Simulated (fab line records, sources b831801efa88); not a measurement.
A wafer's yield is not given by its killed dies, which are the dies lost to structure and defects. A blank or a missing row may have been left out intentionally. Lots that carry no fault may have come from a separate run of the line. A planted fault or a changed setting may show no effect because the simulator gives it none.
Which of the tools did it? | flow sky130 | 36 wafers from 12 lots sampled at 4 of the route's 708 steps

WHAT THE GAUGES READ, wafer by wafer
SKY_VT_ADJUST_PCH_OVL_MEAS_07. Usual: for VT_ADJUST_PCH_OVL the level is -0.2 nm and the standard deviation is 1.6.
lot  | measured     | on         | VT_ADJUST_PCH_OVL (nm) | flag
L606 | day 10 09:46 | overlay-02 | -1.3 -0.2 -2.6         |
L607 | day 10 16:19 | overlay-02 | 0.8 1.2 -0.8           |
L609 | day 11 03:49 | overlay-02 | -1.5 1.5 -1.1          |
L610 | day 11 17:10 | overlay-02 | -1.4 -1.2 -0.4         |
L611 | day 12 07:27 | overlay-02 | 1.9 2.7 0.8            |
L620 | day 15 01:22 | overlay-01 | -0.8 0.6 0.5           |
L622 | day 15 18:25 | overlay-01 | -0.1 -0.7 -1.0         |
L623 | day 15 22:10 | overlay-01 | 0.4 -0.4 -0.1          |
L625 | day 16 11:10 | overlay-02 | -1.3 -2.9 -3.9         |
L627 | day 17 00:43 | overlay-02 | 0.6 2.4 1.9            |
L628 | day 17 07:57 | overlay-01 | 0.6 -0.4 -0.6          |
L629 | day 17 17:52 | overlay-02 | -2.5 -0.8 -1.4         |

SKY_SONOS_TUNNEL_CD_MEAS_07: target cd 410 nm. Usual: 410.4 nm for cd nm, sd 2.
lot  | measured     | on        | cd nm (nm)        | flag
L606 | day 11 10:02 | cd sem-02 | 409.5 409.2 411.0 |
L607 | day 11 16:19 | cd sem-01 | 410.4 409.1 410.0 |
L609 | day 12 04:22 | cd sem-02 | 409.2 408.6 408.2 |
L610 | day 12 17:43 | cd sem-02 | 411.5 220.8 220.6 | OFF
L611 | day 13 09:00 | cd sem-02 | 407.0 408.9 218.4 | OFF
L620 | day 16 05:03 | cd sem-01 | 409.8 409.1 410.4 |
L622 | day 16 23:03 | cd sem-01 | 411.9 410.4 411.7 |
L623 | day 17 03:17 | cd sem-01 | 411.7 410.6 412.5 |
L625 | day 17 14:43 | cd sem-01 | 411.8 410.6 410.1 |
L627 | day 18 05:23 | cd sem-02 | 410.3 411.0 409.2 |
L628 | day 18 13:52 | cd sem-02 | 414.3 412.5 413.5 |
L629 | day 19 00:33 | cd sem-01 | 411.9 412.5 413.0 |

SKY_LDD_P_CD_MEAS_07: target cd 380 nm. Usual: 379.6 nm for cd nm, sd 2.4.
lot  | measured     | on        | cd nm (nm)        | flag
L606 | day 18 21:14 | cd sem-01 | 378.2 379.1 377.5 |
L607 | day 19 10:52 | cd sem-01 | 382.8 381.7 384.7 |
L609 | day 19 23:56 | cd sem-02 | 380.4 380.8 379.3 |
L610 | day 21 04:13 | cd sem-01 | 383.9 382.0 383.2 |
L611 | day 21 13:33 | cd sem-01 | 382.3 382.9 381.9 |
L620 | day 24 11:01 | cd sem-02 | 376.2 377.8 377.6 |
L622 | day 25 06:50 | cd sem-02 | 376.8 379.3 378.7 |
L623 | day 25 13:52 | cd sem-01 | 380.6 380.4 377.2 |
L625 | day 25 22:28 | cd sem-02 | 376.3 379.0 379.0 |
L627 | day 26 09:26 | cd sem-02 | 378.3 378.5 379.4 |
L628 | day 27 05:10 | cd sem-01 | 383.1 383.2 380.4 |
L629 | day 27 08:12 | cd sem-02 | 380.5 380.0 384.0 |

WHICH TOOL RAN EACH LOT (tool, then ch and the chambers of the sampled wafers, then the start)
lot  | SKY_SONOS_TUNNEL_DEVELOP_06
L606 | litho track-04 ch 0, day 11 09:53
L607 | litho track-01 ch 0, day 11 16:10
L609 | litho track-02 ch 0, day 12 04:14
L610 | litho track-02 ch 0, day 12 17:35
L611 | litho track-02 ch 0, day 13 08:51
L620 | litho track-02 ch 0, day 16 04:54
L622 | litho track-04 ch 0, day 16 22:55
L623 | litho track-02 ch 0, day 17 03:09
L625 | litho track-02 ch 0, day 17 14:35
L627 | litho track-01 ch 0, day 18 05:14
L628 | litho track-01 ch 0, day 18 13:43
L629 | litho track-02 ch 0, day 19 00:24
- SKY_SONOS_TUNNEL_DEVELOP_06: develop time 60 s.

AS READ BY THE TOOLS THEMSELVES (means over the sampled wafers that have a number; for cases with no such wafer, the mark the record gives instead)
SKY_SONOS_TUNNEL_DEVELOP_06. Usual: 23.01 C for developer temp C, sd 0.1.
lot  | tool           | developer temp C (C) | flag
L606 | litho track-04 | 23.01                |
L607 | litho track-01 | 23.07                |
L609 | litho track-02 | 23.00                |
L610 | litho track-02 | 22.95                |
L611 | litho track-02 | 23.20                |
L620 | litho track-02 | 22.95                |
L622 | litho track-04 | 22.97                |
L623 | litho track-02 | 23.02                |
L625 | litho track-02 | 23.05                |
L627 | litho track-01 | 22.95                |
L628 | litho track-01 | 22.95                |
L629 | litho track-02 | 23.03                |

THE ANSWER, worked out from the rows above alone
Rule: a lot is off if the mean of its wafers that have a number lies more than 3 standard deviations from the usual mean. A lot without any number at a reading at which 4 lots or more have one is off too. The other lots that the step has rows for count as sound. First the gauges in route order, then the tools' own readings, where a lot's mean is used as printed above. At the first step where some lot is off, the reading lying furthest off is the one used; lots without a number count as furthest.
Off, at SKY_SONOS_TUNNEL_CD_MEAS_07 on cd nm: L610, L611.
If a tool, at a process step before that reading, ran all the lots that are off and no sound lot after the first of them, it fits. Gauges at SKY_SONOS_TUNNEL_CD_MEAS_07: tried the same way as those tools. Of those tried, none fits.

WHAT THE SIMULATOR HAD INSERTED
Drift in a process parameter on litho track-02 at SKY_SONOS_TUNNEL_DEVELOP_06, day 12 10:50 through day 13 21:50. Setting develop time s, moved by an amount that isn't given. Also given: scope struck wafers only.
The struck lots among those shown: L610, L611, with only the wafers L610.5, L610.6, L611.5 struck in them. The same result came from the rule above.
